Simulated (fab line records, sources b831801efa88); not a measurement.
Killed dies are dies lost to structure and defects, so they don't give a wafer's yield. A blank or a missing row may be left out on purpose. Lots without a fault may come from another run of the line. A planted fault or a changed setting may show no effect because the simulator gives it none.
A struck lot beside a sound one | flow sky130 | 16 steps out of a route of 708
Sound: wafers L345.2, L345.4, L345.6. Struck: wafers L353.2, L353.4. (L353.1 of the same lot was not struck and is left out.) The cause comes at the end.
At each step with rows: each side's tool, then ch and its chambers, then its first start. Under that, the readings that differ: sound wafers | struck wafers | difference of the means | sigmas: that difference in standard deviations of wafers without a fault.
alike: readings whose means differ by less than 2 such deviations, and words and numbers that are the same on both sides. not compared: withheld readings, readings that some wafer has no value for, bounds like >300 that may hide the same value, and numbers for which the record gives no deviation and whose values overlap.
The two part at a step that has a row with sigmas, a row that says differs or no value, or rows on one side only. Numbers that don't overlap but have no deviation are shown without sigmas and don't part them. A reading that every wafer of one side lacks parts them only if that side has two wafers or more.

SKY_METAL1_THK_MEAS_06: measures by xrf.
  sound on film_metro-01, day 31 22:59; struck on film_metro-02, day 35 10:03
  alike: METAL1_ALCU_THK
then, 8 steps without rows for these wafers: SKY_METAL1_DEHYDRATE_07 (time 60 s); SKY_METAL1_HMDS_08 (prime time 60 s); SKY_METAL1_COAT_09 (resist thk 60 nm); SKY_METAL1_COAT_10 (resist thk 450 nm); SKY_METAL1_SOFTBAKE_11 (time 90 s); SKY_METAL1_EXPOSE_12 (exposes mask MM1, target cd 140 nm); SKY_METAL1_PEB_13; SKY_METAL1_DEVELOP_14 (develop time 60 s).
SKY_METAL1_CD_MEAS_15: target cd 140 nm.
  sound on cd_sem-02, day 33 01:59; struck on cd_sem-02, day 36 11:43
  alike: cd_nm
SKY_METAL1_OVL_MEAS_16:
  sound on overlay-01, day 33 02:05; struck on overlay-02, day 36 11:50
  alike: METAL1_OVL
SKY_METAL1_DESCUM_17: chemistry O2, time 8 s.
  sound on rie_metal-02 ch 0,1, day 33 02:07; struck on rie_metal-02 ch 1, day 36 11:52
  reading                     | sound       | struck  | difference | sigmas
  drypump_motor_current_A (A) | 6.3 5.3 6.3 | 5.2 5.2 | -0.8       | -2
  alike: oes_product_au
  not compared: rf_hours_counter_h
SKY_METAL1_ETCH_18: etches BARC in N2/H2, stops on SiO2, time 45.9 s, target depth 60 nm.
  sound on rie_metal-02 ch 0,1, day 33 02:08; struck on rie_metal-02 ch 1, day 36 11:53
  reading                                       | sound             | struck      | difference | sigmas
  drypump_motor_current_A (A)                   | 6.4 5.2 6.4       | 5.2 5.2     | -0.8       | -2
  oes_product_au (a.u.)                         | 0.855 0.857 0.856 | 0.842 0.839 | -0.015     | -3
  model.KrF-thick_of_METAL1_COAT_10.thk_nm (nm) | 392.3 391.9 391.9 | 399 397.9   | +6         |
  model.etch.depth_nm (nm)                      | 59.96 59.91 60.02 | 58.61 58.59 | -1.36      |
  alike: throttle_valve_pct
  not compared: rf_hours_counter_h
SKY_METAL1_METAL_ETCH_19: etches the open film in Cl2/BCl3, stops on SiO2, target depth 360 nm, time 78 s.
  sound on rie_metal-02 ch 0,1, day 33 02:13; struck on rie_metal-02 ch 1, day 36 11:58
  reading                                       | sound           | struck      | difference | sigmas
  drypump_motor_current_A (A)                   | 6.3 5.2 6.3     | 5.2 5.2     | -0.7       | -2
  model.KrF-thick_of_METAL1_COAT_10.thk_nm (nm) | 161 158.5 160.9 | 164.9 164.1 | +4.4       |
  alike: oes_product_au, throttle_valve_pct
  not compared: rf_hours_counter_h
SKY_METAL1_STRIP_20: strips in O2/N2.
  sound on plasma_asher-02 ch 0,1, day 33 02:18; struck on plasma_asher-03 ch 1, day 36 12:03
  reading                      | sound          | struck    | difference | sigmas
  drypump_motor_current_A (A)  | 4.9 5.0 4.9    | 6.0 5.9   | +1.0       | +2
  strip_time_to_endpoint_s (s) | 2.70 2.67 2.72 | 2.78 2.77 | +0.08      | +2
  alike: oes_product_au
  not compared: rf_hours_counter_h
-- the record jumps here: 12 days lie between the struck wafers' starts before and after (it left off in module METAL1 and takes up again in module PAD_OPEN, whose first step shown is number 708 of the route) --
SKY_PAD_OPEN_PROBE_99:
  sound on prober-01, day 45 22:27; struck on prober-01, day 48 13:05
  reading                                | sound              | struck      | difference | sigmas
  model.etest.tester.sort_n_pass         | 404 399 404        | 68 58       | -339       |
  model.etest.tester.sort_yield_pct (%)  | 82.11 81.1 82.11   | 13.82 11.79 | -68.97     |
  model.etest.tester.sort_bin_3_pct (%)  | 1.22 0.6098 0.4065 | 70.93 71.95 | +70.69     |
  model.etest.cap_thick_oxide.over_limit | 0 0 0              | 1 1         | +1         |
  model.etest.sram_nfet_pass.short       | 0 0 0              | 1 1         | +1         |
  model.etest.iso_nwell_nwell.over_limit | 0 0 0              | 1 1         | +1         |
  model.etest.met3.short                 | 0 0 0              | 1 1         | +1         |
  model.etest.cap_mim2.over_limit        | 0 0 0              | 1 1         | +1         |
  alike: defect_limited_yield, killed_at_M0_to_M3, killed_at_M4_up, killed_at_contacts, killed_at_front_end, killed_at_other, killed_dies, killed_open, killed_short

WHERE THEY PART
First at SKY_METAL1_DESCUM_17; last, within this record, at SKY_METAL1_STRIP_20. Later steps at which nothing parts them and some readings are alike: SKY_PAD_OPEN_PROBE_99.

WHY: what the simulator had put in
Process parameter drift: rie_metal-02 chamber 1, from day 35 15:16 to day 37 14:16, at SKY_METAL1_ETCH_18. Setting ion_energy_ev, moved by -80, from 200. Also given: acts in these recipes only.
